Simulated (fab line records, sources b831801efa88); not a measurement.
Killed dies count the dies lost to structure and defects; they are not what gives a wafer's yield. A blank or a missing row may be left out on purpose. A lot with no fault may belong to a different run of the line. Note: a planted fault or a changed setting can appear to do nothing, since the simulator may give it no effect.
Which tool was responsible? | flow gf180mcu | 13 lots (39 wafers sampled), 1 step of a 602-step route

## WHAT THE GAUGES READ, wafer by wafer
GF_V2_OVL_MEAS_15.
lot  | measured     | on         | V2_OVL (nm)
L262 | day 20 14:25 | overlay-01 | -9 -5 -2
L263 | day 20 16:17 | overlay-01 | 1 -3 4
L265 | day 21 17:03 | overlay-02 | -3 9 11
L264 | day 21 17:42 | overlay-02 | 3 7 -7
L266 | day 21 19:58 | overlay-01 | -4 1 4
L267 | day 22 13:28 | overlay-02 | -2 -4 -6
L275 | day 25 01:03 | overlay-01 | -3 -1 -4
L276 | day 25 09:17 | overlay-01 | -1 -11 -4
L278 | day 25 20:16 | overlay-02 | -1 -1 1
L281 | day 26 19:47 | overlay-02 | 6 0 1
L282 | day 27 04:25 | overlay-02 | -13 -5 -11
L283 | day 27 11:36 | overlay-01 | 3 1 2
L284 | day 27 16:27 | overlay-01 | 1 -1 3

## EACH LOT AND THE TOOL THAT RAN IT (in order: tool; ch and the chambers of the sampled wafers; start)
No process step before these readings appears in the record.

## WHAT THE TOOLS THEMSELVES READ (means of the sampled wafers that have a number; where no wafer has one, the mark that the record gives instead)
The record holds no such reading with a usual standard deviation.

## THE ANSWER, worked out from the rows above alone
Rule: usual is defined by the lots themselves. The widest of any qualifying gaps counts: lots, ordered by their means at a reading, are off when they make up no more than a third of the lots, leave a main group of 4 or more, and stand apart from it by 3 or more times the standard deviation of that group's means. If all means in a main group match to the digits the tables above print for the reading, that group is not used. Also off: a lot with no number at a reading for which 4 or more lots have one. Any other lot the step has rows for is counted as sound. First the gauges in route order, then the tools' own readings, where a lot's mean is used as printed above. At the first step where some lot is off, the reading lying furthest off is the one used; lots without a number count as furthest.
Nothing can be told from this: no lot is off at any reading shown.

## WHAT THE SIMULATOR HAD INSERTED
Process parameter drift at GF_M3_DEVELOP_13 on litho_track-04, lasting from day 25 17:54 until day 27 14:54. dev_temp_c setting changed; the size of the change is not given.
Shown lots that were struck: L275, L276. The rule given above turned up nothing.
